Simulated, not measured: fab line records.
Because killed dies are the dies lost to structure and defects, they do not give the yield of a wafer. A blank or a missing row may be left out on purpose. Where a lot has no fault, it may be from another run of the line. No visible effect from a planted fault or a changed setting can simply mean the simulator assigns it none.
Comparing a struck lot with a sound one | flow sky130 | 36 steps out of a route of 708
Sound: these wafers, L997.1, L997.2, L997.5. Wafers struck: L106.1, L106.2, L106.4. The cause comes at the end.
Order at every step that has rows: each side's tool, ch and its chambers, its first start. Under that, the readings that differ: sound wafers | struck wafers | difference of the means | sigmas: that difference in standard deviations of wafers without a fault.
alike: readings with means less than 2 such deviations apart, plus words and numbers identical on both sides. not compared: withheld readings, readings lacking a value on some wafer, bounds such as >300 that could conceal the same value, and numbers that have no deviation in the record and whose values overlap.
A row with sigmas, a row that says differs or no value, or rows on one side alone: a step with any of these is where the two part. Numbers that don't overlap but have no deviation are shown without sigmas and don't part them. A reading missing from all wafers of one side parts the sides only when that side holds two or more wafers.

first, 7 steps without rows for these wafers: SKY_SONOS_TUNNEL_DEVELOP_06 (develop time 60 s); SKY_SONOS_TUNNEL_IMPLANT_09; SKY_SONOS_TUNNEL_WET_ETCH_10 (etches SiO2 in dHF, target depth 14 nm, time 280 s); SKY_SONOS_TUNNEL_STRIP_11 (strips in SPM, time 600 s); SKY_SONOS_TUNNEL_CLEAN_13 (cleans in dHF, time 20 s); SKY_SONOS_ONO_OXIDATION_00 (stabilise 600 s, purge 300 s, target thk 2.6 nm); SKY_SONOS_ONO_CVD_02 (deposits Si3N4 from DCS/NH3, target thk 10.5 nm, time 180 s).
SKY_SONOS_ONO_CVD_04: deposits SiO2 from SiH4/N2O, target thk 5.7199 nm.
  sound on lpcvd-03 ch 0, day 15 19:25; struck on lpcvd-03 ch 1, day 18 08:58
  reading                                    | sound             | struck            | difference | sigmas
  model.SiO2_of_SONOS_ONO_CVD_04.thk-nm (nm) | 5.985 6.002 5.942 | 7.456 7.485 7.587 | +1.533     |
SKY_SONOS_ONO_THK_MEAS_05:
  struck on film-metro-04, day 18 10:13; sound on film-metro-04, day 15 20:40
  reading                   | sound          | struck         | difference | sigmas
  SONOS_ONO_CVD_04_THK (nm) | 6.00 6.01 5.95 | 7.45 7.46 7.59 | +1.51      | +14
then, 23 steps without rows for these wafers: SKY_SONOS_ONO_DEHYDRATE_06 (time 60 s); SKY_SONOS_ONO_HMDS_07 (prime time 60 s); SKY_SONOS_ONO_COAT_08 (resist thk 1140 nm); SKY_SONOS_ONO_SOFTBAKE_09 (time 60 s); SKY_SONOS_ONO_EXPOSE_10 (exposes mask ONOM, target cd 410 nm); SKY_SONOS_ONO_PEB_11; SKY_SONOS_ONO_DEVELOP_12 (develop time 60 s); SKY_SONOS_ONO_ETCH_15 (etches the open film in CHF3/O2, target depth 19.52 nm, time 7.8 s); SKY_SONOS_ONO_WET_ETCH_16 (etches SiO2 in dHF, target depth 14 nm, time 280 s); SKY_SONOS_ONO_STRIP_17 (strips in O2/N2); SKY_SONOS_ONO_WET_ETCH_18 (etches Si3N4 in H3PO4, target depth 15 nm, time 172 s); SKY_GATE_OXIDE_CLEAN_00 (cleans in SC1/SC2, time 150 s); SKY_GATE_OXIDE_OXIDATION_01 (stabilise 600 s, purge 300 s, target thk 10.268 nm); SKY_GATE_OXIDE_DEHYDRATE_03 (time 60 s); SKY_GATE_OXIDE_HMDS_04 (prime time 60 s); SKY_GATE_OXIDE_COAT_05 (resist thk 1140 nm); SKY_GATE_OXIDE_SOFTBAKE_06 (time 60 s); SKY_GATE_OXIDE_EXPOSE_07 (exposes mask LVOM, target cd 600 nm); SKY_GATE_OXIDE_PEB_08; SKY_GATE_OXIDE_DEVELOP_09 (develop time 62.48 s); SKY_GATE_OXIDE_IMPLANT_11; SKY_GATE_OXIDE_WET_ETCH_12 (etches SiO2 in dHF, target depth 16.8 nm, time 336 s); SKY_GATE_OXIDE_STRIP_13 (strips in O2/N2).
-- a jump in the record: the struck wafers' starts before and after are 5 days apart (it breaks off in module GATE_OXIDE and resumes in module POLY_GATE, where the first step shown is number 231 of the route) --
SKY_POLY_GATE_ETCH_17: etches poly-Si in HBr/Cl2, stops on SiO2, target depth 180 nm, time 70.5 s.
  sound on rie-si-02 ch 0,2,3, day 21 04:23; struck on rie-si-01 ch 0,1,3, day 23 17:55
  reading                                    | sound             | struck            | difference | sigmas
  model.SiO2_of_SONOS_ONO_CVD_04.thk-nm (nm) | 4.441 4.462 4.397 | 5.902 5.922 6.028 | +1.517     |
  alike: bias-w, drypump-motor-current-A, mfc-cl2-sccm, oes-product-au, throttle-valve-pct
  not compared: rf-hours-counter-h
-- a jump in the record: the struck wafers' starts before and after are 12 days apart (it breaks off in module POLY_GATE and resumes in module LI_CONTACT, where the first step shown is number 376 of the route) --
SKY_LI_CONTACT_ETCH_14: etches BARC in N2/H2, stops on SiO2, time 45.9 s, target depth 60 nm.
  sound on rie-diel-02 ch 1,2, day 33 12:42; struck on rie-diel-01 ch 0,1,3, day 35 18:03
  reading                     | sound             | struck            | difference | sigmas
  model.LI_CONTACT.cd-nm (nm) | 169.3 168.6 169.4 | 173.5 171.8 174.1 | +4.0       |
  alike: bias-w, drypump-motor-current-A, oes-product-au, throttle-valve-pct
  not compared: rf-hours-counter-h
SKY_LI_CONTACT_ETCH_15: etches PSG in C4F8/O2/Ar, stops on Si, target depth 600 nm.
  sound on rie-diel-02 ch 1,2, day 33 12:44; struck on rie-diel-01 ch 0,1,3, day 35 18:05
  reading                     | sound             | struck            | difference | sigmas
  model.LI_CONTACT.cd-nm (nm) | 170.1 169.6 170.1 | 174.4 170.9 174.9 | +3.5       |
  alike: bias-w, oes-product-au
-- a jump in the record: the struck wafers' starts before and after are 15 days apart (it breaks off in module LI_CONTACT and resumes in module PAD_OPEN, where the first step shown is number 708 of the route) --
SKY_PAD_OPEN_PROBE_99:
  struck on prober-02, day 50 13:21; sound on prober-01, day 49 01:13
  reading                                     | sound                | struck               | difference | sigmas
  model.etest.sonos-erased.drive-ua-um        | 210.3 202.7 209.7    | 78.21 72 66.19       | -135.43    |
  model.etest.sonos-uncharged.r-on-ohm-um     | 798.8 797.7 807.4    | 871.8 873.1 868      | +69.7      |
  model.etest.sonos-programmed.off-log10-a-um | -13.93 -14.14 -13.96 | -8.26 -6.673 -6.628  | +6.82      |
  model.etest.cap-ono.gate-bv-v (V)           | 16.48 16.78 16.65    | 18.7 18.41 18.6      | +1.9       |
  model.etest.cap-ono.tox-acc-nm (nm)         | 12.95 13.03 12.94    | 14.66 14.82 14.78    | +1.78      |
  model.etest.sonos-programmed.vt-v (V)       | 1.393 1.374 1.377    | 0.3874 0.2419 0.2408 | -1.0913    |
  model.etest.sonos-erased.vt-v (V)           | -2.311 -2.318 -2.313 | -1.245 -1.155 -1.175 | +1.122     |
  model.etest.cap-ono.under-floor             | 0 0 0                | 1 1 1                | +1         |
  alike: killed_at_M0_to_M3, killed_at_M4_up, killed-at-contacts, killed-at-front-end, killed-at-other, killed-dies, killed-open, killed-short

WHERE THEY PART
At SKY_SONOS_ONO_THK_MEAS_05 and nowhere else, as far as this record goes. Later steps at which nothing parts them and some readings are alike: SKY_POLY_GATE_ETCH_17, SKY_LI_CONTACT_ETCH_14, SKY_LI_CONTACT_ETCH_15, SKY_PAD_OPEN_PROBE_99.

WHY: what had been put in by the simulator
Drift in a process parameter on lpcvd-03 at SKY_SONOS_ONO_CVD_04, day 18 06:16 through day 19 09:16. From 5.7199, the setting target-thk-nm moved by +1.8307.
